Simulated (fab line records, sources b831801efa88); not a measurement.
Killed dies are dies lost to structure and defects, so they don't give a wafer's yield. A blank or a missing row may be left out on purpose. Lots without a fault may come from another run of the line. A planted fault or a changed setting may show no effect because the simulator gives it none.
fab line records | flow gf180mcu
record lots=12 wafers=36 last_day=34
route steps=602 shown MIM@522 M5@535 V5@540
lots that met no fault: from a run of the same line without faults
start_h: hours from the record's first day to the start of the lot's first wafer shown | wait_h: hours since the lot's step before | " the same as in the row above | L1.1+2: a row that stands for several wafers | - no value, or no start given | * or withheld: withheld | < > ~ a bound
route shown NAME@n: a module of which the file shows steps, and the number in the route of the first | usual: mean/standard deviation of fault-free wafers | same: alike in all rows | chamber/n: place in a boat | sites: the reading at each site | _std_site: their standard deviation | _edge_site: outer sites' mean less inner sites' | radius_mm: how far each site lies from the wafer's centre | mask NAME#n: copy n | behind: the tool/chamber that last shaped the wafer | hold: why the lot was held/for how many hours/how that ended | device: the transistor (n, p or np) that didn't switch | end of line: the same wafers' tests at the end of the route | a step without rows: its recipe alone | killed: dies lost to structure and defects at the first sort, not the wafer's yield | map: a wafer's dies, x killed, . not, _ none there
set.NAME: the setting as run; set.NAME@STEP: as run at that earlier step | model.NAME: the simulator's own value behind a step, which no gauge read
steps of the route over a sample of lots; a table a step, a row a wafer
services: from which hour (start_h, from the record's first day; less than 0 if before it) a tool's chamber was out of use, for how many hours, and why
## steps
# step GF_MIM_METAL_ETCH_19
# recipe chemistry=Cl2/BCl3 mask_material=NOVOLAK stop_on=Si3N4 target_depth_nm=324.5 pressure_mtorr=8 icp_w=800 bias_w=140 Cl2_flow_sccm=80 bcl3_flow_sccm=40 time_s=54.1
# usual drypump_motor_current_A=5.5/0.38 oes_product_au=0.939/0.0068 throttle_valve_pct=28.286/0.011
# columns lot.wafer tool chamber start_h wait_h drypump_motor_current_A oes_product_au rf_hours_counter_h throttle_valve_pct
L117.3 rie_metal-03 0 593.81 0.1 4.7 0.940 - 28.267
L117.5 " 0 " " 4.7 0.942 - 28.291
L117.6 " 0 " " 4.7 0.936 - 28.284
L119.1 rie_metal-02 1 617.85 0.1 5.7 0.932 4 28.285
L119.2 " 0 " " 5.3 0.947 9 28.286
L119.3 " 0 " " 5.3 0.931 - 28.294
L118.4 rie_metal-01 1 622.72 0.1 5.8 0.935 - 28.290
L118.5 " 1 " " 5.7 0.934 - 28.288
L118.6 " 0 " " 5.6 0.928 - 28.282
L120.2 rie_metal-02 0 635.30 0.1 5.3 0.939 10 28.283
L120.4 " 1 " " 5.7 0.944 - 28.273
L120.5 " 1 " " 5.7 0.938 - 28.256
L121.1 rie_metal-02 0 646.91 0.1 5.3 0.937 10 28.285
L121.3 " 1 " " 5.7 0.937 - 28.275
L121.4 " 0 " " 5.3 0.936 - 28.310
L123.2 rie_metal-01 1 656.15 0.1 5.7 0.935 8 28.299
L123.4 " 0 " " 5.6 0.935 - 28.277
L123.5 " 1 " " 5.8 0.930 - 28.296
L124.3 rie_metal-03 1 669.86 0.1 5.6 0.928 - 28.292
L124.4 " 1 " " 5.6 0.938 - 28.303
L124.5 " 1 " " 5.6 0.942 - 28.290
L126.3 rie_metal-02 0 675.68 0.1 5.3 0.935 - 28.285
L126.4 " 1 " " 5.8 0.939 - 28.289
L126.5 " 0 " " 5.3 0.932 - 28.297
L134.4 rie_metal-02 1 723.07 0.1 5.7 0.955 - 28.272
L134.5 " 1 " " 5.7 0.938 - 28.275
L134.6 " 1 " " 5.7 0.938 - 28.285
L135.2 rie_metal-02 1 729.85 0.1 5.7 0.951 9 28.289
L135.4 " 1 " " 5.7 0.944 - 28.273
L135.5 " 1 " " 5.7 0.944 - 28.281
L137.2 rie_metal-02 1 740.40 0.1 5.7 0.937 10 28.298
L137.4 " 1 " " 5.8 0.948 - 28.277
L137.6 " 0 " " 5.3 0.937 - 28.286
L138.1 rie_metal-03 0 744.51 0.1 4.7 0.943 3 28.284
L138.2 " 1 " " 5.6 0.929 5 28.284
L138.5 " 1 " " 5.7 0.947 - 28.288
# step GF_M5_ETCH_09
# recipe chemistry=CF4/O2 target=Si3N4 target_depth_nm=52 source_w=800 bias_w=150 pressure_mtorr=150 cf4_flow_sccm=80 O2_flow_sccm=10 time_s=11.6
# usual drypump_motor_current_A=5.8/0.46 oes_product_au=1.005/0.0089 throttle_valve_pct=5.972/0.0093
# columns lot.wafer tool chamber start_h wait_h drypump_motor_current_A oes_product_au rf_hours_counter_h throttle_valve_pct
L117.3 rie_diel-02 3 615.52 0.0 5.3 1.015 21 5.981
L117.5 " 1 " " 6.4 1.003 - 5.997
L117.6 " 0 " " 6.4 0.995 - 5.968
L119.1 rie_diel-02 3 638.06 0.0 5.2 1.027 22 5.971
L119.2 " 1 " " 6.4 1.020 5 5.956
L119.3 " 2 " " 5.7 0.995 6 5.989
L118.4 rie_diel-03 2 642.85 0.0 5.3 1.006 39 5.960
L118.5 " 3 " " 4.9 1.012 - 5.957
L118.6 " 2 " " 5.3 1.015 - 5.982
L120.2 rie_diel-02 3 656.01 0.0 5.2 1.007 22 5.972
L120.4 " 1 " " 6.4 0.997 5 5.975
L120.5 " 0 " " 6.4 0.994 - 5.982
L121.1 rie_diel-02 2 666.86 0.0 5.7 1.005 7 5.979
L121.3 " 0 " " 6.4 0.996 19 5.969
L121.4 " 1 " " 6.4 1.010 6 5.989
L123.2 rie_diel-02 3 675.92 0.0 5.3 1.014 23 5.981
L123.4 " 2 " " 5.7 1.004 7 5.970
L123.5 " 0 " " 6.4 0.997 - 5.983
L124.3 rie_diel-01 1 689.05 0.0 5.9 1.007 24 5.980
L124.4 " 0 " " 5.9 0.993 25 5.976
L124.5 " 0 " " 5.9 1.000 - 5.966
L126.3 rie_diel-01 0 694.46 0.0 5.9 1.006 25 5.973
L126.4 " 1 " " 5.9 1.001 24 5.981
L126.5 " 3 " " 6.0 1.021 - 5.974
L134.4 rie_diel-03 2 741.47 0.0 5.3 1.018 43 5.976
L134.5 " 3 " " 4.9 1.004 - 5.977
L134.6 " 0 " " 6.1 0.984 - 5.965
L135.2 rie_diel-01 1 747.90 0.0 5.9 1.010 27 5.982
L135.4 " 2 " " 5.8 1.017 15 5.987
L135.5 " 0 " " 6.0 1.004 - 5.978
L137.2 rie_diel-03 2 757.70 0.0 5.3 1.007 44 5.962
L137.4 " 0 " " 6.0 0.989 - 5.966
L137.6 " 2 " " 5.3 1.016 - 5.985
L138.1 rie_diel-02 0 761.65 0.0 6.4 0.988 24 5.975
L138.2 " 2 " " 5.7 1.002 11 5.985
L138.5 " 2 " " 5.7 1.005 - 5.965
# step GF_V5_CVD_00
# recipe material=SiO2 target_thk_nm=300 sigma_open_frac=0.3 temp_c=400 time_s=50 sih4_flow_sccm=60 pressure_mtorr=6
# usual sih4_flow_sccm=59.99/0.19
# columns lot.wafer tool chamber start_h wait_h sih4_flow_sccm
L117.3 hdpcvd-02 2 616.19 0.0 59.71
L117.5 " 0 " " 59.83
L117.6 " 1 " " 59.82
L119.1 hdpcvd-02 1 638.72 0.0 59.76
L119.2 " 0 " " 60.18
L119.3 " 2 " " 60.15
L118.4 hdpcvd-01 1 643.58 0.0 59.82
L118.5 " 2 " " 60.10
L118.6 " 0 " " 59.47
L120.2 hdpcvd-01 0 656.67 0.0 60.17
L120.4 " 0 " " 60.04
L120.5 " 1 " " 59.88
L121.1 hdpcvd-01 1 667.52 0.0 60.01
L121.3 " 0 " " 59.99
L121.4 " 0 " " 60.01
L123.2 hdpcvd-01 1 676.60 0.0 59.95
L123.4 " 0 " " 60.03
L123.5 " 2 " " 59.95
L124.3 hdpcvd-02 1 690.06 0.0 60.14
L124.4 " 2 " " 60.03
L124.5 " 1 " " 59.79
L126.3 hdpcvd-01 1 695.12 0.0 59.80
L126.4 " 0 " " 60.30
L126.5 " 1 " " 60.16
L134.4 hdpcvd-01 2 742.16 0.0 51.28
L134.5 " 1 " " 50.83
L134.6 " 0 " " 51.03
L135.2 hdpcvd-01 2 748.57 0.0 50.90
L135.4 " 1 " " 51.10
L135.5 " 0 " " 51.16
L137.2 hdpcvd-02 0 758.37 0.0 59.84
L137.4 " 1 " " 60.21
L137.6 " 0 " " 60.02
L138.1 hdpcvd-02 0 762.34 0.0 59.99
L138.2 " 1 " " 60.08
L138.5 " 0 " " 59.67
# step GF_V5_THK_MEAS_01
# recipe reads=SiO2_of_V5_CVD_00
# usual V5_CVD_00_THK=302/3
# columns lot.wafer tool chamber start_h wait_h V5_CVD_00_THK[nm]
L117.3 film_metro-03 - 616.25 0.0 302
L117.5 " - " " 299
L117.6 " - " " 299
L119.1 film_metro-04 - 638.77 0.0 300
L119.2 " - " " 297
L119.3 " - " " 301
L118.4 film_metro-04 - 643.63 0.0 305
L118.5 " - " " 299
L118.6 " - " " 302
L120.2 film_metro-03 - 656.73 0.0 301
L120.4 " - " " 297
L120.5 " - " " 300
L121.1 film_metro-02 - 667.57 0.0 304
L121.3 " - " " 303
L121.4 " - " " 302
L123.2 film_metro-04 - 676.65 0.0 302
L123.4 " - " " 296
L123.5 " - " " 298
L124.3 film_metro-03 - 690.12 0.0 307
L124.4 " - " " 308
L124.5 " - " " 308
L126.3 film_metro-03 - 695.19 0.0 302
L126.4 " - " " 300
L126.5 " - " " 303
L134.4 film_metro-02 - 742.21 0.0 259
L134.5 " - " " 255
L134.6 " - " " 255
L135.2 film_metro-03 - 748.62 0.0 262
L135.4 " - " " 259
L135.5 " - " " 260
L137.2 film_metro-03 - 758.43 0.0 306
L137.4 " - " " 303
L137.6 " - " " 304
L138.1 film_metro-02 - 762.39 0.0 300
L138.2 " - " " 301
L138.5 " - " " 304
# step GF_V5_BOW_MEAS_05
# recipe mode=bow
# usual V5_BOW=133/10
# columns lot.wafer tool chamber start_h wait_h V5_BOW[um]
L117.3 film_metro-02 - 616.80 0.2 140
L117.5 " - " " 137
L117.6 " - " " 139
L119.1 film_metro-03 - 639.30 0.2 152
L119.2 " - " " 142
L119.3 " - " " 143
L118.4 film_metro-02 - 644.19 0.2 143
L118.5 " - " " 142
L118.6 " - " " 139
L120.2 film_metro-02 - 657.27 0.1 146
L120.4 " - " " 145
L120.5 " - " " 141
L121.1 film_metro-02 - 668.10 0.1 107
L121.3 " - " " 126
L121.4 " - " " 107
L123.2 film_metro-04 - 677.19 0.2 120
L123.4 " - " " 122
L123.5 " - " " 136
L124.3 film_metro-04 - 690.67 0.2 138
L124.4 " - " " 139
L124.5 " - " " 127
L126.3 film_metro-03 - 695.74 0.3 140
L126.4 " - " " 116
L126.5 " - " " 118
L134.4 film_metro-04 - 742.77 0.2 142
L134.5 " - " " 146
L134.6 " - " " 149
L135.2 film_metro-03 - 749.44 0.3 125
L135.4 " - " " 130
L135.5 " - " " 126
L137.2 film_metro-03 - 758.97 0.2 143
L137.4 " - " " 125
L137.6 " - " " 132
L138.1 film_metro-03 - 762.91 0.1 150
L138.2 " - " " 139
L138.5 " - " " 152
## services
# columns tool chamber start_h hours kind
rie_diel-03 - 572.38 1.0 repair
rie_metal-03 1 582.57 - clean
rie_metal-03 1 582.57 17.7 scheduled_down
rie_metal-03 1 582.57 17.7 vent_cycle
rie_metal-03 - 585.30 0.1 repair
rie_diel-02 - 586.09 0.2 repair
hdpcvd-01 - 589.10 1.8 repair
hdpcvd-02 - 590.57 1.4 repair
rie_metal-03 - 622.40 0.4 repair
rie_metal-03 - 633.53 24.4 repair
rie_diel-01 3 639.60 5.4 repair
rie_diel-01 2 642.68 3.5 repair
rie_metal-03 0 657.96 - clean
hdpcvd-02 - 667.31 1.0 repair
rie_diel-01 - 698.49 0.7 repair
rie_diel-02 0 699.44 2.8 repair
rie_metal-02 0 710.25 - clean
rie_metal-02 0 710.25 17.4 scheduled_down
rie_metal-02 0 710.25 17.4 vent_cycle
hdpcvd-01 1 714.69 4.4 repair
rie_diel-01 - 716.79 0.2 repair
rie_metal-02 - 721.18 0.5 repair
rie_diel-03 2 748.70 8.5 repair
rie_diel-03 1 752.56 21.0 repair
## key
first_sign step=GF_V5_CVD_00 reading=sih4_flow_sccm direction=down sigmas=47 usual=59.99 struck=51.05
effect step=GF_V5_THK_MEAS_01 reading=V5_CVD_00_THK direction=down sigmas=14 usual=302 struck=258
met_at GF_V5_CVD_00
struck_lots L134,L135
not_acting_at GF_MIM_METAL_ETCH_19,GF_M5_ETCH_09,GF_V5_BOW_MEAS_05
onset_between 695.12 742.16
fault kind=process_parameter_drift tool=hdpcvd-01 chamber=- onset_h=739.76 steps=GF_V5_CVD_00 channel=sih4_flow_sccm offset=-9 shape=step end_h=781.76 acts_in=these_recipes_only stated=60
